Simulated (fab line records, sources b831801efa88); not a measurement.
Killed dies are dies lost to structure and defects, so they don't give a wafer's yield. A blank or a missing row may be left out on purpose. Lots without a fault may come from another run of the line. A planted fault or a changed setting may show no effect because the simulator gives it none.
Chamber matching | flow sky130 | SKY_POLY_CUT_ETCH_10 on rie_diel-02: 4 sister chambers
The step etches BARC in N2/H2, stops on SiO2, time 45.9 s, target depth 60 nm. 8 wafers are shown with their chamber, then 8 later ones without.

WAFERS WITH THEIR CHAMBER
wafer  | chamber | drypump_motor_current_A (A) | oes_product_au (a.u.)
L083.4 | 1       | 5.6                         | 0.851
L086.1 | 2       | 5.5                         | 0.857
L086.4 | 0       | 5.7                         | 0.859
L086.6 | 3       | 6.6                         | 0.851
L088.1 | 3       | 6.6                         | 0.858
L088.3 | 1       | 5.6                         | 0.847
L088.4 | 2       | 5.5                         | 0.852
L093.3 | 0       | 5.8                         | 0.851

WAFERS WITHOUT THEIR CHAMBER
wafer  | drypump_motor_current_A (A) | oes_product_au (a.u.)
L093.4 | 5.7                         | 0.850
L093.6 | 5.7                         | 0.859
L094.1 | 5.5                         | 0.848
L094.4 | 5.5                         | 0.845
L094.5 | 5.6                         | 0.850
L097.1 | 5.6                         | 0.849
L097.3 | 6.6                         | 0.857
L097.6 | 6.6                         | 0.847

WHICH CHAMBER EACH WENT THROUGH
wafer  | from the rows above     | in truth
L093.4 | can't be placed: 0 or 1 | 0
L093.6 | can't be placed: 0 or 1 | 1
L094.1 | can't be placed: 2 or 1 | 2
L094.4 | can't be placed: 2 or 1 | 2
L094.5 | 1                       | 1
L097.1 | 1                       | 1
L097.3 | 3                       | 3
L097.6 | 3                       | 3
Placed correctly: 4 of 8. Can't be placed from these rows: 4 (the true chamber is among the candidates in 4). Placed wrongly: 0.
How it was worked out, from the rows above alone: a wafer's distance from a chamber is the root of the sum, over the readings, of the square of ((its reading less the chamber's mean) divided by the reading's scatter). The wafer belongs to the nearest chamber; if the next one is less than 2 further off, it can't be placed. A chamber's mean is the mean of its shown wafers. The scatter: the root of (the sum of the squares of (reading less its chamber's mean) over the shown wafers, divided by (wafers less chambers)).
